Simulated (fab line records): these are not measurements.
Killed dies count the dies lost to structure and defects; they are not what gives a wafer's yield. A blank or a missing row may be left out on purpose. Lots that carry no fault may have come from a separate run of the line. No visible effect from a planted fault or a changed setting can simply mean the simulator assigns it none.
8D (eight disciplines) problem report, filled in by code -- flow gf180mcu -- the parts of the form that need people (team, actions taken, sign-off) are left out

## 1. WHAT IS WRONG
Wafers without a fault read 56.60 W, standard deviation 0.047; heater-power-total-W at GF_VT_IMPLANT_SOFTBAKE_03 reads a mean of 58.35 W on 6 wafers belonging to 2 lots. Measured from the usual mean, that is +37 standard deviations.
The step: time 60 s.
First seen on wafer L893.4, day 10 08:05, on litho-track-04. Wafers with a number at this step in the record: 42, from 14 lots. Rule for "out", or "out of limits": more than 4 standard deviations from the usual mean. Any other wafer with a number is counted as sound.

## 2. WHAT IT IS, AND WHAT IT ISN'T
question,is,is not
which readings at this step,"heater-power-total-W, run-length-s",-
which lots,"L893, L894","L874, L875, L876, L877, L879, L880, L884, L885, L886, L892, L895, L896"
which wafers of those lots,all that have a number,-
read on which tools,litho-track-04,"litho-track-02, litho-track-03"
when,from day 10 08:05,"up to then (30 sound wafers); but 6 sound wafers of L895, L896 came after"

## 3. THE SUSPECTS, EACH WITH WHAT RULES IT OUT
Counting: a tool stays on the suspect list if, at a process step up to the reading, it processed all lots that are out and no sound lot following the first of them.
- litho-track-04 at GF_VT_IMPLANT_SOFTBAKE_03 (time 60 s): kept. Every lot that is out went through it, starting with L893 (day 10 08:05), and after that it ran no sound lot; the last sound lot it ran before then is L885 (day 8 06:43). Out on those wafers are its own readings of heater-power-total-W, run-length-s.
The count leaves litho-track-04 at GF_VT_IMPLANT_SOFTBAKE_03.

## 4. THE CAUSE (what the simulator had put in)
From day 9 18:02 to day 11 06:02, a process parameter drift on litho-track-04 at GF_VT_IMPLANT_SOFTBAKE_03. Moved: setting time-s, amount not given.
The count eliminated every tool but this one.

## 5. THE EFFECT CHAIN, in route order
Each row: a reading whose mean over the struck wafers that have a number lies more than 3 standard deviations from the usual. Readings are gone through only where the record gives a usual standard deviation; hours: the median, over the lots, of the time from a lot's start at the first step in this table giving one to that lot's start at this step; sigmas: the change measured in usual standard deviations.
hours,step,reading,usual,on struck wafers,change,sigmas
0,GF_VT_IMPLANT_SOFTBAKE_03,heater-power-total-W,56.60 W,58.35,+1.75,+37
0,GF_VT_IMPLANT_SOFTBAKE_03,run-length-s,88.91 s,83.91,-5.00,-19
Process steps it contains:
- GF_VT_IMPLANT_SOFTBAKE_03: time 60 s.
Later measuring or inspecting steps at which every struck wafer that the step has a row for has a number for every such reading, and none has moved that far: GF_M1_CD_MEAS_14.

## 6. HOW IT WOULD HAVE BEEN CAUGHT EARLIER
In this record no reading fell out of limits until day 10 08:05, 14 hours after the fault had begun at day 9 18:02.
